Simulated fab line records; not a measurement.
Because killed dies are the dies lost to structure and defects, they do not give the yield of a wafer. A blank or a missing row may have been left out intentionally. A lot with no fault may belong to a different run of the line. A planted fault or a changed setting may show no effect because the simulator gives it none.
Which tool was responsible? + flow sky130 + 36 wafers from 12 lots sampled at 3 of the route's 708 steps

== WHAT EACH GAUGE READ, for each wafer ==
SKY_METAL4_CD_MEAS_13: the cd target is 300 nm.
| lot  | measured     | on        | cd-nm (nm)        |
|------|--------------|-----------|-------------------|
| L802 | day 41 08:20 | cd-sem-01 | 301.0 303.0 300.8 |
| L804 | day 42 06:06 | cd-sem-02 | 298.4 299.4 298.0 |
| L805 | day 42 17:08 | cd-sem-02 | 300.1 301.3 301.0 |
| L806 | day 42 22:26 | cd-sem-02 | 300.1 300.2 298.7 |
| L807 | day 43 01:49 | cd-sem-02 | 301.9 300.4 299.9 |
| L814 | day 45 04:48 | cd-sem-02 | 300.4 299.4 299.8 |
| L817 | day 46 03:17 | cd-sem-02 | 298.1 297.4 297.8 |
| L818 | day 46 04:46 | cd-sem-02 | 300.5 299.2 300.2 |
| L819 | day 46 07:37 | cd-sem-01 | 297.1 297.3 298.2 |
| L821 | day 46 19:14 | cd-sem-01 | 300.7 300.6 300.6 |
| L823 | day 47 07:40 | cd-sem-01 | 298.8 299.7 299.8 |
| L825 | day 47 17:45 | cd-sem-02 | 301.2 300.5 300.4 |

SKY_METAL4_OVL_MEAS_14.
| lot  | measured     | on         | METAL4_OVL (nm) |
|------|--------------|------------|-----------------|
| L802 | day 41 08:26 | overlay-01 | -2 4 1          |
| L804 | day 42 06:11 | overlay-01 | -9 -4 -10       |
| L805 | day 42 17:15 | overlay-02 | -9 -2 -7        |
| L806 | day 42 22:32 | overlay-02 | 2 -11 -2        |
| L807 | day 43 01:56 | overlay-02 | -8 -2 -7        |
| L814 | day 45 04:55 | overlay-01 | -1 7 6          |
| L817 | day 46 03:23 | overlay-02 | -8 1 -7         |
| L818 | day 46 04:53 | overlay-02 | -7 -5 -3        |
| L819 | day 46 07:44 | overlay-02 | -4 0 -7         |
| L821 | day 46 19:20 | overlay-01 | -12 -11 -18     |
| L823 | day 47 07:45 | overlay-01 | 4 4 -3          |
| L825 | day 47 17:52 | overlay-02 | -5 4 -2         |

== WHAT TOOL EACH LOT RAN ON (gives the tool, then ch and the chambers of the sampled wafers, and finally the start) ==
| lot  | SKY_VIA3_CMP_24               |
|------|-------------------------------|
| L802 | cmp-02 ch 0,1,2, day 39 05:14 |
| L804 | cmp-01 ch 0,3, day 40 05:04   |
| L805 | cmp-01 ch 0,1,2, day 40 16:17 |
| L806 | cmp-01 ch 0,3, day 40 22:39   |
| L807 | cmp-02 ch 1,2, day 41 02:16   |
| L814 | cmp-01 ch 0,2,3, day 43 08:52 |
| L817 | cmp-02 ch 0,1,3, day 44 06:35 |
| L818 | cmp-01 ch 0,1,3, day 44 09:05 |
| L819 | cmp-01 ch 0,2, day 44 12:21   |
| L821 | cmp-02 ch 0,3, day 45 01:00   |
| L823 | cmp-01 ch 1,2,3, day 45 14:04 |
| L825 | cmp-02 ch 1,2,3, day 46 00:59 |
- SKY_VIA3_CMP_24: polishes, stops on SiO2, t overpolish 20 s, target thk 0 nm.

== AS READ BY THE TOOLS THEMSELVES (means over the sampled wafers that have a number; for cases with no such wafer, the mark the record gives instead) ==
SKY_VIA3_CMP_24.
| lot  | tool   | motor-current-A (A) | overpolish-run-s (s) | time-to-endpoint-s (s) |
|------|--------|---------------------|----------------------|------------------------|
| L802 | cmp-02 | 11.5                | 19.997               | 99                     |
| L804 | cmp-01 | 13.2                | 20.007               | 90                     |
| L805 | cmp-01 | 10.9                | 19.992               | 90                     |
| L806 | cmp-01 | 12.2                | 20.002               | 87                     |
| L807 | cmp-02 | 11.3                | 20.003               | 96                     |
| L814 | cmp-01 | 12.1                | 20.004               | 89                     |
| L817 | cmp-02 | 11.2                | 19.998               | 93                     |
| L818 | cmp-01 | 12.1                | 20.000               | 90                     |
| L819 | cmp-01 | 10.9                | 20.001               | 86                     |
| L821 | cmp-02 | 11.8                | 20.011               | 95                     |
| L823 | cmp-01 | 12.3                | 20.002               | 93                     |
| L825 | cmp-02 | 11.4                | 20.006               | 95                     |

== THE ANSWER, worked out from the rows above alone ==
Rule: the lots themselves supply what counts as usual. Put in order of their means at a reading, lots are off if they are a third of the lots or fewer, leave a main group of 4 or more, and stand apart from it by a gap of 3 or more times the standard deviation of the main group's means; of several such gaps the widest counts. A main group whose means are all the same, to the digits that the tables above print for the reading, isn't used. Also off: a lot with no number at a reading for which 4 or more lots have one. Where the step has rows for the other lots, those lots are counted as sound. First the gauges in route order, then the tools' own readings, where a lot's mean is used as printed above. The first step at which some lot is off is used, and at that step the reading that is off furthest; a lot without a number counts as furthest.
Across all readings shown, no lot is off: no conclusion can be drawn from this.

== WHAT THE SIMULATOR PUT IN ==
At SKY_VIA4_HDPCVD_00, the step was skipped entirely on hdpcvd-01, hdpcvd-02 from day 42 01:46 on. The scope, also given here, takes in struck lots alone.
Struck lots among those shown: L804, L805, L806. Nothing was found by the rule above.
